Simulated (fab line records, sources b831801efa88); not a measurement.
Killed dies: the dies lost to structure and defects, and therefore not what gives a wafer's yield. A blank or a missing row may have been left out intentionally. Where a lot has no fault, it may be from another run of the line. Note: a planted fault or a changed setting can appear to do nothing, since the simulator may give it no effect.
fab line records	flow sky130
[record] lots = 5	wafers = 15	last-day = 51
route steps=708 shown VIA2@510 PAD_OPEN@708
lots with no fault: from the same line, run without faults
start-h: hours from the record's opening day to when the first of the lot's shown wafers began	wait-h: hours from the lot's prior step to this one	" unchanged from the row above	L1.1+2: one row covering several wafers at once	- no value present, or no start provided	* or withheld: withheld	< > ~ a bound
route shown NAME@n: NAME is a module with steps in the file, n the number in the route of the first one	usual: the fault-free wafers' mean and standard deviation	same: alike in all rows	chamber/n: place in a boat	sites: per-site readings	_std_site: how widely they spread, as a standard deviation	_edge_site: mean of outer sites minus mean of inner sites	radius-mm: for every site, how far away it sits from the centre of the wafer	mask NAME#n: copy n	behind: the tool/chamber that last shaped the wafer	hold: the reason the lot was held/the length of the hold in hours/how it ended	device: which transistor (n, p or np) failed to switch	end of line: the same wafers' tests at the end of the route	step lacking rows: just its recipe	killed: count of dies lost to structure and defects at first sort (not the wafer's yield)	map: a wafer's dies, x killed, . not, _ none there
set.NAME: the run value of the setting; set.NAME@STEP: its run value at that earlier step	model.NAME: the simulator's own value behind a step, which no gauge read
a table for each step, a row for each wafer; lots at some steps of the route
services: when a tool's chamber went out of use (start-h, in hours from the record's first day, below 0 if earlier), for how many hours, and the reason
[[steps]]
[step SKY_VIA2_BOW_MEAS_03]
[recipe] mode = bow
[usual] VIA2_BOW = 88/7.6
lot.wafer	tool	chamber	start-h	wait-h	VIA2_BOW[um]
L704.2	film-metro-01	-	847.69	0.2	95
L704.4	"	-	"	"	91
L704.6	"	-	"	"	108
L706.1	film-metro-01	-	849.54	0.1	105
L706.3	"	-	"	"	90
L706.4	"	-	"	"	103
L711.2	film-metro-01	-	852.48	0.3	86
L711.4	"	-	"	"	79
L711.5	"	-	"	"	93
L723.3	film-metro-04	-	996.80	0.2	104
L723.4	"	-	"	"	98
L723.5	"	-	"	"	78
L715.1	film-metro-01	-	997.46	0.1	105
L715.3	"	-	"	"	90
L715.5	"	-	"	"	90
[step SKY_VIA2_DEHYDRATE_04]
[recipe] temp-c = 200	time-s = 60
[step SKY_VIA2_HMDS_05]
[recipe] prime-time-s = 60	prime-temp-c = 120
[step SKY_VIA2_COAT_06]
[recipe] resist = BARC	temp-c = withheld	time-s = withheld	spin-rpm = 3000	resist-thk-nm = 60
[step SKY_VIA2_COAT_07]
[recipe] resist = KrF-thick	spin-rpm = 3000	resist-thk-nm = 450
[step SKY_VIA2_SOFTBAKE_08]
[recipe] temp-c = 100	time-s = 90	resist = KrF-thick
[step SKY_VIA2_EXPOSE_09]
[recipe] mask-id = VIM2	na = 0.8	source-shape = annular	sigma-inner = 0.55	sigma-outer = 0.85	target-cd-nm = 200	dose-mj = 38
[step SKY_VIA2_PEB_10]
[recipe] peb-temp-c = withheld	peb-time-s = withheld	resist = KrF-thick
[step SKY_VIA2_DEVELOP_11]
[recipe] develop-time-s = 60	resist = KrF-thick	dev-temp-c = 21
[step SKY_VIA2_CD_MEAS_12]
[recipe] target-cd-nm = 200
[usual] cd-nm = 200.3/1.3
lot.wafer	tool	chamber	start-h	wait-h	cd-nm
L704.2	cd-sem-01	-	873.53	-	202.6
L704.4	"	-	"	"	201.7
L704.6	"	-	"	"	202.0
L706.1	cd-sem-01	-	875.63	-	198.5
L706.3	"	-	"	"	199.2
L706.4	"	-	"	"	198.8
L711.2	cd-sem-02	-	878.80	-	199.9
L711.4	"	-	"	"	201.8
L711.5	"	-	"	"	200.6
L723.3	cd-sem-01	-	1019.38	-	201.7
L723.4	"	-	"	"	201.4
L723.5	"	-	"	"	201.4
L715.1	cd-sem-01	-	1020.33	-	200.3
L715.3	"	-	"	"	200.0
L715.5	"	-	"	"	200.7
[step SKY_VIA2_OVL_MEAS_13]
[usual] VIA2_OVL = 2/5.5
lot.wafer	tool	chamber	start-h	wait-h	VIA2_OVL[nm]
L704.2	overlay-01	-	873.63	0.1	10
L704.4	"	-	"	"	5
L704.6	"	-	"	"	9
L706.1	overlay-02	-	875.75	0.1	4
L706.3	"	-	"	"	1
L706.4	"	-	"	"	9
L711.2	overlay-02	-	878.91	0.1	11
L711.4	"	-	"	"	7
L711.5	"	-	"	"	2
L723.3	overlay-02	-	1019.47	0.1	1
L723.4	"	-	"	"	4
L723.5	"	-	"	"	-1
L715.1	overlay-01	-	1020.45	0.1	4
L715.3	"	-	"	"	1
L715.5	"	-	"	"	-1
[step SKY_VIA2_ETCH_14]
[recipe] chemistry = N2/H2	target = BARC	ion-energy-ev = 200	source-w = 500	bias-w = 100	pressure-mtorr = 30	n2-flow-sccm = 100	h2-flow-sccm = 200	stop-on = SiO2	time-s = 45.9	target-depth-a = 600
[usual] bias-w = 100.0/0.3	drypump-motor-current-A = 5.7/0.46	oes-product-au = 0.855/0.0049	throttle-valve-pct = 13.225/0.0096
lot.wafer	tool	chamber	start-h	wait-h	bias-w	drypump-motor-current-A	oes-product-au	rf-hours-counter-h	throttle-valve-pct
L704.2	rie-diel-03	1	873.66	0.0	99.6	4.7	0.865	10	13.237
L704.4	"	3	"	"	99.7	5.7	0.849	14	13.230
L704.6	"	1	"	"	99.8	4.7	0.851	-	13.235
L706.1	rie-diel-04	3	875.79	0.0	100.0	6.0	0.851	14	13.230
L706.3	"	2	"	"	100.2	5.8	0.856	19	13.226
L706.4	"	0	"	"	99.7	5.5	0.850	13	13.235
L711.2	rie-diel-03	1	878.94	0.0	100.2	4.7	0.856	10	13.225
L711.4	"	3	"	"	99.8	5.7	0.856	15	13.228
L711.5	"	0	"	"	100.0	5.5	0.858	-	13.219
L723.3	rie-diel-03	1	1019.49	0.0	99.7	4.7	0.857	14	13.219
L723.4	"	3	"	"	100.4	5.7	0.849	18	13.225
L723.5	"	1	"	"	99.9	4.7	0.853	-	13.229
L715.1	rie-diel-03	1	1020.49	0.0	99.9	4.7	0.858	14	13.209
L715.3	"	2	"	"	100.1	5.7	0.858	7	13.224
L715.5	"	2	"	"	99.9	5.7	0.848	-	13.232
[step SKY_VIA2_ETCH_15]
[recipe] target = SiO2	chemistry = C4F8/O2/Ar	target-depth-nm = 546	stop-on = TiN	mask-material = KrF-thick	source-w = 1500	bias-w = 1200	pressure-mtorr = 40	c4f8-flow-sccm = withheld	O2_flow_sccm = 6	Ar_flow_sccm = 300	time-s = 84
[usual] bias-w = 1200/3.7	oes-product-au = 0.940/0.0047
lot.wafer	tool	chamber	start-h	wait-h	bias-w	oes-product-au	rf-hours-counter-h	model.KrF-thick_of_VIA2_COAT_07.thk-nm
L704.2	rie-diel-03	1	873.70	0.0	1197	0.944	10	286.1
L704.4	"	3	"	"	1195	0.945	14	284.1
L704.6	"	1	"	"	1194	0.939	-	285.1
L706.1	rie-diel-04	3	875.83	0.0	1204	0.946	14	281.8
L706.3	"	2	"	"	1198	0.937	19	286.4
L706.4	"	0	"	"	1201	0.946	13	285.3
L711.2	rie-diel-03	1	878.98	0.0	1199	0.936	10	282.5
L711.4	"	3	"	"	1199	0.939	15	281.4
L711.5	"	0	"	"	1197	0.939	-	285.7
L723.3	rie-diel-03	1	1019.53	0.0	1202	0.943	14	287.2
L723.4	"	3	"	"	1198	0.948	18	283
L723.5	"	1	"	"	1206	0.940	-	287.4
L715.1	rie-diel-03	1	1020.53	0.0	1031	0.939	14	291.5
L715.3	"	2	"	"	1201	0.934	7	284.2
L715.5	"	2	"	"	1202	0.937	-	283.5
[step SKY_VIA2_STRIP_16]
[recipe] chemistry = O2/N2	power-w = 1400	pressure-mtorr = 1500	platen-temp-c = withheld	o2-flow-sccm = 3000	n2-flow-sccm = 300	overash-fraction = 0.5
[usual] drypump-motor-current-A = 5.5/0.41	oes-product-au = 0.398/0.0052	strip-time-to-endpoint-s = 4.054/0.026
lot.wafer	tool	chamber	start-h	wait-h	drypump-motor-current-A	oes-product-au	rf-hours-counter-h	strip-time-to-endpoint-s
L704.2	plasma-asher-03	0	873.77	0.0	5.9	0.403	105	4.067
L704.4	"	1	"	"	5.5	0.398	-	4.065
L704.6	"	1	"	"	5.4	0.394	-	4.060
L706.1	plasma-asher-01	1	875.90	0.0	5.9	0.402	74	4.034
L706.3	"	1	"	"	6.0	0.401	-	4.084
L706.4	"	0	"	"	4.7	0.399	-	4.066
L711.2	plasma-asher-03	0	879.04	0.0	5.9	0.398	106	4.046
L711.4	"	1	"	"	5.5	0.399	-	4.034
L711.5	"	0	"	"	5.9	0.397	-	4.081
L723.3	plasma-asher-01	0	1019.63	0.1	4.7	0.403	-	4.079
L723.4	"	1	"	"	5.9	0.397	-	4.048
L723.5	"	1	"	"	5.9	0.401	-	4.076
L715.1	plasma-asher-01	0	1020.59	0.0	4.7	0.407	88	4.125
L715.3	"	1	"	"	6.0	0.395	-	4.044
L715.5	"	1	"	"	5.9	0.404	-	4.067
[step SKY_PAD_OPEN_PROBE_99]
[usual] defect-limited-yield = 82.5/2	killed_at_M0_to_M3 = 42/7.3	killed_at_M4_up = 3.4/2	killed-at-contacts = 24/5.6	killed-at-front-end = 16/4.5	killed-at-other = 0.2/0.51	killed-dies = 86/9.8	killed-open = 46/7	killed-short = 40/6.7	sort_bin_3_pad_short = 0.9/0.42	sort_bin_5_function = 10.3/1.5	sort_bin_6_memory = 6.3/1.3	sort-n-pass = 406/9.8	sort-yield-pct = 82.5/2
[same] gross-dies = 492	killed-at-back-side = 0	sort_bin_4_leakage[%] = 0	sort_bin_8_speed[%] = 0
lot.wafer	tool	chamber	start-h	wait-h	defect-limited-yield[%]	killed_at_M0_to_M3	killed_at_M4_up	killed-at-contacts	killed-at-front-end	killed-at-other	killed-dies	killed-open	killed-short	sort_bin_3_pad_short[%]	sort_bin_5_function[%]	sort_bin_6_memory[%]	sort-n-pass	sort-yield-pct[%]
L706.1	prober-02	-	1103.87	0.1	78.3	46	8	31	22	0	107	46	61	2.4	13.2	6.1	385	78.3
L706.3	prober-02	-	1103.97	0.2	86.4	25	3	27	12	0	67	37	30	0.6	8.3	4.7	425	86.4
L706.4	prober-02	-	1104.02	0.2	84.8	34	2	26	13	0	75	44	31	0.2	9.8	5.3	417	84.8
L711.2	prober-01	-	1104.50	0.1	82.5	47	3	22	14	0	86	46	40	1.2	10.0	6.3	406	82.5
L711.4	prober-01	-	1104.60	0.2	80.9	42	3	26	23	0	94	49	45	1.0	9.8	8.3	398	80.9
L711.5	prober-01	-	1104.65	0.2	79.7	61	5	17	17	0	100	55	45	1.0	11.8	7.5	392	79.7
L723.3	prober-02	-	1212.46	0.2	81.5	51	2	20	18	0	91	46	44	0.6	11.0	6.9	401	81.5
L723.4	prober-02	-	1212.51	0.2	87.2	25	2	21	15	0	63	34	28	1.2	8.1	3.5	429	87.2
L723.5	prober-02	-	1212.56	0.2	82.7	51	0	22	11	1	85	51	33	1.4	11.4	4.5	407	82.7
// killed by level:class
L706.1 METAL2:geometric-particle:short=14 CONTACT:geometric-particle:open=11 VIA1:geometric-particle:open=8 FIELD_ISO:geometric-particle:short=7 VIA1:geometric-particle:short=7 METAL4:geometric-particle:short=6 CONTACT:geometric-particle:short=5 LI_CONTACT:geometric-particle:open=5
L706.3 CONTACT:geometric-particle:open=12 CONTACT:geometric-particle:short=9 VIA1:geometric-particle:open=8 FIELD_ISO:geometric-particle:short=5 METAL1:geometric-particle:short=5 POLY_GATE:geometric-particle:open=4 LI_CONTACT:geometric-particle:open=4 VIA3:geometric-particle:open=3
L706.4 CONTACT:geometric-particle:open=11 VIA3:geometric-particle:open=10 CONTACT:geometric-particle:short=8 FIELD_ISO:geometric-particle:open=6 VIA1:geometric-particle:open=5 METAL3:geometric-particle:short=4 POLY_GATE:geometric-particle:open=3 LI_CONTACT:geometric-particle:open=3
L711.2 VIA1:geometric-particle:open=18 LOCAL_INTERCONNECT:geometric-particle:short=7 CONTACT:geometric-particle:open=7 POLY_GATE:geometric-particle:open=6 VIA1:geometric-particle:short=6 VIA3:geometric-particle:short=6 METAL1:geometric-particle:short=5 VIA2:geometric-particle:open=4
L711.4 CONTACT:geometric-particle:open=10 VIA3:geometric-particle:open=10 VIA2:geometric-particle:open=7 FIELD_ISO:geometric-particle:open=6 POLY_GATE:geometric-particle:short=6 METAL2:geometric-particle:short=6 VIA2:geometric-particle:short=5 LI_CONTACT:geometric-particle:open=5
L711.5 VIA3:geometric-particle:open=17 VIA1:geometric-particle:open=11 CONTACT:geometric-particle:open=6 METAL1:geometric-particle:short=6 VIA1:geometric-particle:short=6 POLY_GATE:geometric-particle:short=5 VIA2:geometric-particle:short=5 FIELD_ISO:geometric-particle:open=4
L723.3 METAL2:geometric-particle:short=12 CONTACT:geometric-particle:open=8 VIA1:geometric-particle:open=8 VIA3:geometric-particle:open=6 FIELD_ISO:geometric-particle:short=5 LI_CONTACT:geometric-particle:open=5 VIA1:geometric-particle:short=5 VIA2:geometric-particle:open=5
L723.4 FIELD_ISO:geometric-particle:short=5 LI_CONTACT:geometric-particle:open=5 CONTACT:geometric-particle:short=5 CONTACT:geometric-particle:open=5 VIA1:geometric-particle:open=5 VIA3:geometric-particle:open=5 POLY_GATE:geometric-particle:open=4 LOCAL_INTERCONNECT:geometric-particle:short=4
L723.5 VIA2:geometric-particle:open=12 VIA3:geometric-particle:open=9 VIA1:geometric-particle:open=8 CONTACT:geometric-particle:short=6 METAL2:geometric-particle:short=6 LI_CONTACT:geometric-particle:open=5 VIA1:geometric-particle:short=5 CONTACT:geometric-particle:open=5
[[services]]
tool	chamber	start-h	hours	kind
rie-diel-03	-	859.90	1.2	repair
rie-diel-03	1	868.38	2.9	repair
rie-diel-03	3	923.47	2.0	repair
rie-diel-04	1	926.97	3.1	repair
rie-diel-04	0	935.76	7.4	repair
rie-diel-04	2	936.33	6.2	repair
rie-diel-04	3	952.28	4.5	repair
rie-diel-04	0	954.12	18.0	repair
plasma-asher-03	-	982.67	2.8	pm
[[key]]
[first-sign] step = SKY_VIA2_ETCH_15	reading = bias-w	direction = down	sigmas = 45	usual = 1200	struck = 1031
effect none on later readings
[model-effect] step = SKY_VIA2_ETCH_15	value = KrF-thick_of_VIA2_COAT_07.thk-nm	without = 286.5	struck = 291.5
met-at SKY_VIA2_ETCH_15
struck-wafers L715.1
onset-between 1019.53 1020.53
[fault] kind = process-parameter-drift	tool = rie-diel-03	chamber = 1	onset-h = 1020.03	steps = SKY_VIA2_ETCH_15	channel = bias-w	offset = -172.2	shape = step	end-h = 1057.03	acts-in = these-recipes-only	stated = 1200
